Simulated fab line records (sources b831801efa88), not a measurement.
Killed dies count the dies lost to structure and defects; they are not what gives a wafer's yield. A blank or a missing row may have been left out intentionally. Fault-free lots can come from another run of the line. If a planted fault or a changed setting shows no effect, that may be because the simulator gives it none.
A struck lot beside a sound one	flow gf180mcu	17 steps out of a route of 602
Sound: wafers L119.3, L119.5, L119.6. Struck: wafer L139.3 (L139.2, L139.4, from the same lot, were not struck and are left out); the cause is given at the end.
Per side, at each step with rows, come the tool, then ch with its chambers, and then its first start. Under that, the readings that differ: sound wafers	struck wafers	difference of the means	sigmas: that difference in standard deviations of wafers without a fault.
alike: readings whose means differ by less than 2 such deviations, and words and numbers that are the same on both sides. not compared: withheld readings, readings that some wafer has no value for, bounds like >300 that may hide the same value, and numbers for which the record gives no deviation and whose values overlap.
Wherever a step has rows on one side only, a row that says differs or no value, or a row with sigmas, the two part there. Numbers that don't overlap but have no deviation are shown without sigmas and don't part them. Lack of a reading on every wafer of one side parts them only where that side has two or more wafers.

first, 3 steps without rows for these wafers: GF_V2_EXPOSE_11 (exposes mask Via2, target cd 260 nm); GF_V2_PEB_12 (peb time 90 s); GF_V2_DEVELOP_13 (develop time 60 s).
GF_V2_CD_MEAS_14 targets a cd of 260 nm.
  sound on cd sem-02 at day 21 08:11; struck on cd sem-02 at day 27 16:10
reading	sound	struck	difference	sigmas
cd nm (nm)	259.3 259.7 259.8	263.1	+3.5	+2
GF_V2_OVL_MEAS_15:
  sound on overlay-02 at day 21 08:16; struck on overlay-01 at day 27 16:16
  alike: V2_OVL
GF_V2_ETCH_16: etches BARC in N2/H2.
  sound on rie diel-03 ch 1,2,3, day 21 08:18; struck on rie diel-01 ch 0, day 27 16:18
  alike: drypump motor current A, oes product au, rf fwd power W, throttle valve pct
GF_V2_ETCH_17: etches SiO2 in C4F8/O2/Ar, stops on TiN, target depth 630 nm.
  sound: rie diel-03 ch 1,2,3; struck: rie diel-01 ch 0
  alike: oes product au, rf fwd power W
GF_V2_STRIP_18: strips in O2/N2.
  sound on plasma asher-02 ch 0,1, day 21 08:28; struck on plasma asher-01 ch 1, day 27 16:26
reading	sound	struck	difference	sigmas
drypump motor current A (A)	6.1 6.5 6.1	5.1	-1.1	-3
  alike: heater power w, oes product au
  not compared: rf hours counter h
then, 2 steps without rows for these wafers: GF_V2_STRIP_19 (strips in post etch residue remover, time 1200 s); GF_V2_CLEAN_20 (cleans in DIW).
GF_V2_SPUTTER_21: material Ti, target thk 15 nm, time 80.02 s.
  sound on pvd sputter-03 at day 21 08:59; struck on pvd sputter-03 at day 27 16:58
reading	sound	struck	difference	sigmas
cathode dc power W (W)	2499.5 2499.6 2499.9	2500.7	+1.0	+2
  alike: chamber pressure pa, throttle valve pct
then, 1 step without rows for these wafers: GF_V2_SPUTTER_22 (material TiN, target thk 10 nm, time 40 s).
GF_V2_CVD_23: deposits W, target thk 350 nm, time 104.94 s.
  sound on cvd w-02 ch 1, day 21 09:10; struck on cvd w-02 ch 1, day 27 17:04
reading	sound	struck	difference	sigmas
model.W_of_V2_CVD_23.thk nm (nm)	338.1 341 340.5	359.5	+19.6	
  alike: heater power w
GF_V2_RS_MEAS_24: the measuring method here is four-point-probe.
  sound on film metro-04 at day 21 09:22; struck on film metro-02 at day 27 17:11
reading	sound	struck	difference	sigmas
V2_W_RS (ohm/sq)	0.339 0.336 0.337	0.319	-0.018	-5
GF_V2_THK_MEAS_25: measures by xrf.
  sound on film metro-04 at day 21 09:28; struck on film metro-02 at day 27 17:18
reading	sound	struck	difference	sigmas
V2_W_THK (nm)	330 333 331	351	+20	+4
GF_V2_CMP_26: polishes, stops on SiO2, t overpolish 15 s, target thk 0 nm.
  sound on cmp-02 ch 0,2,3, day 21 09:39; struck on cmp-01 ch 3, day 27 17:21
reading	sound	struck	difference	sigmas
motor current A (A)	11.8 12.3 9.9	13.5	+2.2	+2
time to endpoint s (s)	78 74 86	93	+14	+3
  alike: overpolish run s, platen rpm
then, 1 step without rows for these wafers: GF_PASSIVATION_PROBE_99.

WHERE THEY PART
First at GF_V2_CD_MEAS_14; last, within this record, at GF_V2_CMP_26.

WHY: what the simulator had put in
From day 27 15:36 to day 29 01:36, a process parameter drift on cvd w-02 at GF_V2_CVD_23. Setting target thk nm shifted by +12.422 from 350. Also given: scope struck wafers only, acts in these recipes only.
